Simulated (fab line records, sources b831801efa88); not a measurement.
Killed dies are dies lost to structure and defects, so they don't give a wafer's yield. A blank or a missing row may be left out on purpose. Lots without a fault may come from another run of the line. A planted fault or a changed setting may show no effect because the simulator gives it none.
Chamber matching | flow sky130 | SKY_PASSIVATION_ETCH_11 on rie_diel-04: 4 sister chambers
The step etches the open film in CF4/O2, stops on AlCu, target depth 725 nm, time 161.1 s. 14 wafers are shown with their chamber, then 7 later ones without.

WAFERS WITH THEIR CHAMBER
wafer  | chamber | drypump_motor_current_A (A) | throttle_valve_pct (%) | oes_product_au (a.u.)
L077.1 | 3       | 6.20                        | 5.982                  | 0.977
L077.2 | 2       | 6.23                        | 5.959                  | 0.966
L077.5 | 2       | 6.24                        | 5.976                  | 0.986
L081.3 | 2       | 6.26                        | 5.946                  | 0.969
L081.4 | 1       | 6.07                        | 5.975                  | 0.962
L081.6 | 3       | 6.21                        | 5.970                  | 0.974
L085.1 | 2       | 6.24                        | 5.957                  | 0.982
L085.5 | 0       | 5.53                        | 5.971                  | 0.972
L085.6 | 3       | 6.19                        | 5.975                  | 0.969
L086.2 | 3       | 6.18                        | 5.961                  | 0.967
L086.4 | 1       | 6.09                        | 5.975                  | 0.985
L086.5 | 3       | 6.20                        | 5.964                  | 0.979
L090.2 | 0       | 5.50                        | 5.958                  | 0.973
L090.3 | 1       | 6.05                        | 5.964                  | 0.971

SIGNATURES (means of the wafers above)
reading                 | chamber 0 | chamber 1 | chamber 2 | chamber 3 | scatter within a chamber
drypump_motor_current_A | 5.5150    | 6.0700    | 6.2425    | 6.1960    | 0.015
throttle_valve_pct      | 5.96450   | 5.97133   | 5.95950   | 5.97040   | 0.00955
oes_product_au          | 0.97250   | 0.97267   | 0.97575   | 0.97320   | 0.00812
Rule: a wafer's distance from a chamber is the root of the sum, over the readings, of the square of ((its reading less the chamber's mean) divided by the reading's scatter). The wafer belongs to the nearest chamber; if the next one is less than 2 further off, it can't be placed. The scatter: the root of (the sum of the squares of (reading less its chamber's mean) over the shown wafers, divided by (wafers less chambers)).

WAFERS WITHOUT THEIR CHAMBER
wafer  | drypump_motor_current_A (A) | throttle_valve_pct (%) | oes_product_au (a.u.)
L090.4 | 6.18                        | 5.965                  | 0.974
L092.1 | 6.02                        | 5.972                  | 0.982
L092.4 | 5.54                        | 5.967                  | 0.977
L092.5 | 6.20                        | 5.955                  | 0.984
L094.1 | 6.03                        | 5.980                  | 0.978
L094.3 | 6.23                        | 5.974                  | 0.990
L094.4 | 5.50                        | 5.957                  | 0.984

WHICH CHAMBER EACH WENT THROUGH
wafer  | from the rows above     | in truth
L090.4 | 3                       | 3
L092.1 | 1                       | 1
L092.4 | 0                       | 0
L092.5 | can't be placed: 3 or 2 | 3
L094.1 | 1                       | 1
L094.3 | can't be placed: 2 or 3 | 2
L094.4 | 0                       | 0
Placed correctly: 5 of 7. Can't be placed from these rows: 2 (the true chamber is among the candidates in 2). Placed wrongly: 0.
